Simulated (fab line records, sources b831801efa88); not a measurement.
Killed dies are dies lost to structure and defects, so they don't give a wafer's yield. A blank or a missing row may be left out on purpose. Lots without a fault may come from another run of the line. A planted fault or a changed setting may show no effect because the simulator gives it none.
A struck lot beside a sound one | flow sky130 | 21 steps out of a route of 708
Sound: wafers L546.1, L546.4, L546.5. Struck: wafers L553.1, L553.4, L553.5. The cause comes at the end.
At each step with rows: each side's tool, then ch and its chambers, then its first start. Under that, the readings that differ: sound wafers | struck wafers | difference of the means | sigmas: that difference in standard deviations of wafers without a fault.
alike: readings whose means differ by less than 2 such deviations, and words and numbers that are the same on both sides. not compared: withheld readings, readings that some wafer has no value for, bounds like >300 that may hide the same value, and numbers for which the record gives no deviation and whose values overlap.
The two part at a step that has a row with sigmas, a row that says differs or no value, or rows on one side only. Numbers that don't overlap but have no deviation are shown without sigmas and don't part them. A reading that every wafer of one side lacks parts them only if that side has two wafers or more.

first, 4 steps without rows for these wafers: SKY_VT_ADJUST_HVTP_SOFTBAKE_03 (time 60 s); SKY_VT_ADJUST_HVTP_EXPOSE_04 (exposes mask HVTPM, target cd 380 nm); SKY_VT_ADJUST_HVTP_PEB_05; SKY_VT_ADJUST_HVTP_DEVELOP_06 (develop time 60 s).
SKY_VT_ADJUST_HVTP_CD_MEAS_07: target cd 380 nm.
  sound on cd_sem-01, day 8 17:29; struck on cd_sem-01, day 10 13:35
  alike: cd_nm
SKY_VT_ADJUST_HVTP_OVL_MEAS_08:
  sound on overlay-01, day 8 17:36; struck on overlay-01, day 10 13:42
  alike: VT_ADJUST_HVTP_OVL
then, 1 step without rows for these wafers: SKY_VT_ADJUST_HVTP_IMPLANT_09.
SKY_VT_ADJUST_HVTP_STRIP_10: strips in O2/N2.
  sound on plasma_asher-03 ch 0,1, day 8 17:47; struck on plasma_asher-02 ch 0,1, day 10 13:53
  alike: chamber_pressure_mTorr, drypump_motor_current_A, oes_product_au, strip_time_to_endpoint_s
  not compared: rf_hours_counter_h
SKY_VT_ADJUST_HVTP_TW_MEAS_11:
  sound on film_metro-03, day 8 17:53; struck on film_metro-03, day 10 13:59
  alike: VT_ADJUST_HVTP_TW
then, 3 steps without rows for these wafers: SKY_VT_ADJUST_LVTN_DEHYDRATE_00 (time 60 s); SKY_VT_ADJUST_LVTN_HMDS_01 (prime time 60 s); SKY_VT_ADJUST_LVTN_COAT_02 (resist thk 3000 nm).
SKY_VT_ADJUST_LVTN_SOFTBAKE_03:
  sound on litho_track-03 ch 0, day 9 04:52; struck on litho_track-04 ch 0, day 11 01:41
  reading                  | sound                | struck               | difference | sigmas
  heater_power_total_W (W) | 65.49 65.13 65.26    | 63.09 62.93 63.32    | -2.18      | -16
  plate_temp_C (C)         | 109.89 109.87 109.58 | 107.36 107.21 107.16 | -2.54      | -18
then, 2 steps without rows for these wafers: SKY_VT_ADJUST_LVTN_EXPOSE_04 (exposes mask NWM COMPLEMENT LESS NATIVE, target cd 840 nm); SKY_VT_ADJUST_LVTN_PEB_05.
SKY_VT_ADJUST_LVTN_DEVELOP_06: develop time 60 s.
  sound on litho_track-01 ch 0; struck on litho_track-04 ch 0
  reading                                          | sound          | struck         | difference | sigmas
  model.coat_of_VT_ADJUST_LVTN_COAT_02.thk_nm (nm) | 2992 2996 3001 | 3028 3016 3027 | +27        |
  alike: developer_temp_C
SKY_VT_ADJUST_LVTN_OVL_MEAS_07:
  sound on overlay-02, day 9 14:29; struck on overlay-01, day 11 12:02
  alike: VT_ADJUST_LVTN_OVL
then, 1 step without rows for these wafers: SKY_VT_ADJUST_LVTN_IMPLANT_08.
SKY_VT_ADJUST_LVTN_STRIP_09: strips in O2/N2.
  sound on plasma_asher-02 ch 0,1, day 9 14:40; struck on plasma_asher-01 ch 0, day 11 12:13
  reading                      | sound             | struck            | difference | sigmas
  strip_time_to_endpoint_s (s) | 36.88 36.90 36.99 | 37.28 37.15 37.27 | +0.31      | +3
  alike: chamber_pressure_mTorr, drypump_motor_current_A, oes_product_au
  not compared: rf_hours_counter_h
SKY_VT_ADJUST_LVTN_TW_MEAS_10:
  sound on film_metro-03, day 9 14:46; struck on film_metro-03, day 11 12:19
  alike: VT_ADJUST_LVTN_TW
-- the record jumps here: 38 days lie between the struck wafers' starts before and after (it left off in module VT_ADJUST_LVTN and takes up again in module PAD_OPEN, whose first step shown is number 708 of the route) --
SKY_PAD_OPEN_PROBE_99:
  the record has rows for the struck wafers here (prober-02, day 49 16:46) and none for the sound ones

WHERE THEY PART
First at SKY_VT_ADJUST_LVTN_SOFTBAKE_03; last, within this record, at SKY_PAD_OPEN_PROBE_99.

WHY: what the simulator had put in
Process parameter drift: litho_track-04, from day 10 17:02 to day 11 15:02, at SKY_VT_ADJUST_LVTN_SOFTBAKE_03. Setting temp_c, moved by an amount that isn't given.
